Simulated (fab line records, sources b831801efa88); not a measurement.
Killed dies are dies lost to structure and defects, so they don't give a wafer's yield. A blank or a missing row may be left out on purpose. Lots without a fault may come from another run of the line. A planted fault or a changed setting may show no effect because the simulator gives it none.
Which tool did it? | flow sky130 | 10 lots, 30 wafers sampled, at 6 steps of a route of 708

WHAT THE GAUGES READ, wafer by wafer
SKY_LDD_P_CD_MEAS_07: target cd 380 nm. Usual: cd_nm 379.8 nm, standard deviation 2.1.
lot  | measured     | on        | cd_nm (nm)        | flag
L228 | day 18 22:28 | cd_sem-01 | 381.3 385.8 381.9 |
L229 | day 19 05:43 | cd_sem-02 | 380.8 380.9 382.5 |
L231 | day 20 10:53 | cd_sem-02 | 377.9 374.7 374.4 |
L234 | day 21 06:50 | cd_sem-02 | 375.9 379.1 377.4 |
L235 | day 21 17:37 | cd_sem-02 | 380.5 379.3 379.8 |
L237 | day 22 19:37 | cd_sem-01 | 378.1 380.4 381.8 |
L239 | day 23 06:40 | cd_sem-02 | 377.6 375.4 378.1 |
L240 | day 23 12:39 | cd_sem-01 | 378.5 377.9 378.4 |
L241 | day 23 16:20 | cd_sem-01 | 381.0 378.2 378.9 |
L246 | day 25 21:07 | cd_sem-02 | 380.1 379.5 379.1 |

SKY_LDD_P_OVL_MEAS_08. Usual: LDD_P_OVL -0.8 nm, standard deviation 1.4.
lot  | measured     | on         | LDD_P_OVL (nm) | flag
L228 | day 18 22:35 | overlay-02 | -0.9 -1.4 -0.4 |
L229 | day 19 05:48 | overlay-01 | 2.1 0.6 1.7    |
L231 | day 20 10:58 | overlay-02 | 1.0 -0.5 -1.0  |
L234 | day 21 06:56 | overlay-02 | -0.3 0.1 1.0   |
L235 | day 21 17:44 | overlay-02 | -2.7 0.8 -2.6  |
L237 | day 22 19:44 | overlay-02 | -0.8 -0.8 0.4  |
L239 | day 23 06:47 | overlay-01 | -2.0 0.1 -3.7  |
L240 | day 23 12:46 | overlay-02 | -4.1 -1.5 -1.6 |
L241 | day 23 16:28 | overlay-01 | -0.5 0.4 2.4   |
L246 | day 25 21:14 | overlay-02 | 0.1 1.4 -0.6   |

SKY_CAPM_RS_MEAS_03: measures by four-point-probe. Usual: CAPM_TIN_RS 6.90 ohm/sq, standard deviation 0.087.
lot  | measured     | on            | CAPM_TIN_RS (ohm/sq) | flag
L228 | day 36 10:15 | film_metro-04 | 6.98 6.95 6.98       |
L229 | day 36 15:58 | film_metro-02 | 6.87 6.87 6.98       |
L231 | day 37 10:18 | film_metro-03 | 6.89 6.87 6.90       |
L234 | day 38 05:02 | film_metro-04 | 6.89 6.80 6.82       |
L235 | day 38 17:45 | film_metro-03 | 7.10 7.04 6.98       |
L237 | day 39 09:04 | film_metro-02 | 6.99 7.04 7.01       |
L239 | day 39 22:24 | film_metro-03 | 6.77 6.78 6.79       |
L240 | day 40 02:50 | film_metro-02 | 6.88 6.92 6.89       |
L241 | day 40 03:47 | film_metro-02 | 6.95 6.99 6.97       |
L246 | day 42 01:17 | film_metro-04 | 6.65 6.66 6.97       |

SKY_CAPM_THK_MEAS_04: measures by xrf. Usual: CAPM_TIN_THK 197.4 nm, standard deviation 2.3.
lot  | measured     | on            | CAPM_TIN_THK (nm) | flag
L228 | day 36 10:22 | film_metro-04 | 194.8 196.1 194.5 |
L229 | day 36 16:04 | film_metro-02 | 198.8 199.7 196.3 |
L231 | day 37 10:24 | film_metro-03 | 198.6 199.4 199.3 |
L234 | day 38 05:09 | film_metro-04 | 196.7 198.9 199.3 |
L235 | day 38 17:52 | film_metro-03 | 192.4 194.8 195.2 |
L237 | day 39 09:11 | film_metro-02 | 195.6 195.2 195.2 |
L239 | day 39 22:31 | film_metro-03 | 201.5 200.7 200.6 |
L240 | day 40 02:58 | film_metro-02 | 198.0 196.6 197.6 |
L241 | day 40 03:55 | film_metro-02 | 196.4 194.4 195.0 |
L246 | day 42 01:24 | film_metro-04 | 203.8 203.9 194.7 |

WHICH TOOL RAN EACH LOT (tool, then ch and the chambers of the sampled wafers, then the start)
lot  | SKY_LDD_N_STRIP_16                   | SKY_CAPM_SPUTTER_02
L228 | plasma_asher-02 ch 0,1, day 17 16:29 | pvd_sputter-04, day 36 10:08
L229 | plasma_asher-04 ch 0,1, day 17 23:49 | pvd_sputter-04, day 36 15:49
L231 | plasma_asher-02 ch 0,1, day 19 03:58 | pvd_sputter-04, day 37 10:09
L234 | plasma_asher-04 ch 0,1, day 20 00:45 | pvd_sputter-02, day 38 04:55
L235 | plasma_asher-04 ch 0,1, day 20 10:56 | pvd_sputter-01, day 38 17:38
L237 | plasma_asher-01 ch 0,1, day 21 13:19 | pvd_sputter-01, day 39 08:58
L239 | plasma_asher-04 ch 0,1, day 22 00:10 | pvd_sputter-02, day 39 22:16
L240 | plasma_asher-04 ch 1, day 22 07:27   | pvd_sputter-04, day 40 02:44
L241 | plasma_asher-04 ch 0,1, day 22 10:52 | pvd_sputter-04, day 40 03:41
L246 | plasma_asher-04 ch 0,1, day 24 15:15 | pvd_sputter-04, day 42 01:10
- SKY_LDD_N_STRIP_16: strips in O2/N2.
- SKY_CAPM_SPUTTER_02: material TiN, target thk 200 nm, time 166.7 s.

WHAT THE TOOLS THEMSELVES READ (means of the sampled wafers that have a number; where no wafer has one, the mark that the record gives instead)
SKY_LDD_N_STRIP_16. Usual: drypump_motor_current_A 5.8 A, standard deviation 0.31; oes_product_au 0.407 a.u., standard deviation 0.0048; strip_time_to_endpoint_s 4.317 s, standard deviation 0.013.
lot  | tool            | drypump_motor_current_A (A) | oes_product_au (a.u.) | strip_time_to_endpoint_s (s) | flag
L228 | plasma_asher-02 | 6.2                         | 0.405                 | 4.323                        |
L229 | plasma_asher-04 | 5.8                         | 0.409                 | 4.318                        |
L231 | plasma_asher-02 | 6.2                         | 0.411                 | 4.314                        |
L234 | plasma_asher-04 | 5.9                         | 0.407                 | 4.321                        |
L235 | plasma_asher-04 | 5.8                         | 0.412                 | 4.317                        |
L237 | plasma_asher-01 | 5.6                         | 0.405                 | 4.300                        |
L239 | plasma_asher-04 | 5.8                         | 0.407                 | 4.310                        |
L240 | plasma_asher-04 | 5.9                         | 0.410                 | 4.317                        |
L241 | plasma_asher-04 | 5.8                         | 0.412                 | 4.317                        |
L246 | plasma_asher-04 | 5.9                         | 0.405                 | 4.323                        |

SKY_CAPM_SPUTTER_02. Usual: susceptor_temp_C 300.01 C, standard deviation 0.21; throttle_valve_pct 29.4 %, standard deviation 1.2.
lot  | tool           | susceptor_temp_C (C) | throttle_valve_pct (%) | flag
L228 | pvd_sputter-04 | 299.67               | 28.5                   |
L229 | pvd_sputter-04 | 299.98               | 28.8                   |
L231 | pvd_sputter-04 | 300.06               | 28.5                   |
L234 | pvd_sputter-02 | 300.06               | 31.0                   |
L235 | pvd_sputter-01 | 299.73               | 29.7                   |
L237 | pvd_sputter-01 | 300.05               | 28.9                   |
L239 | pvd_sputter-02 | 299.91               | 31.2                   |
L240 | pvd_sputter-04 | 300.06               | 29.3                   |
L241 | pvd_sputter-04 | 299.80               | 28.9                   |
L246 | pvd_sputter-04 | 300.11               | 28.8                   |

THE ANSWER, worked out from the rows above alone
Rule: a lot is off if the mean of its wafers that have a number lies more than 3 standard deviations from the usual mean. A lot without any number at a reading at which 4 lots or more have one is off too. The other lots that the step has rows for count as sound. The gauges are gone through in route order, then the tools' own readings, and for those a lot's mean is taken as printed above. The first step at which some lot is off is used, and at that step the reading that is off furthest; a lot without a number counts as furthest.
No lot is off at any reading shown: from this, nothing can be told.

WHAT THE SIMULATOR HAD PUT IN
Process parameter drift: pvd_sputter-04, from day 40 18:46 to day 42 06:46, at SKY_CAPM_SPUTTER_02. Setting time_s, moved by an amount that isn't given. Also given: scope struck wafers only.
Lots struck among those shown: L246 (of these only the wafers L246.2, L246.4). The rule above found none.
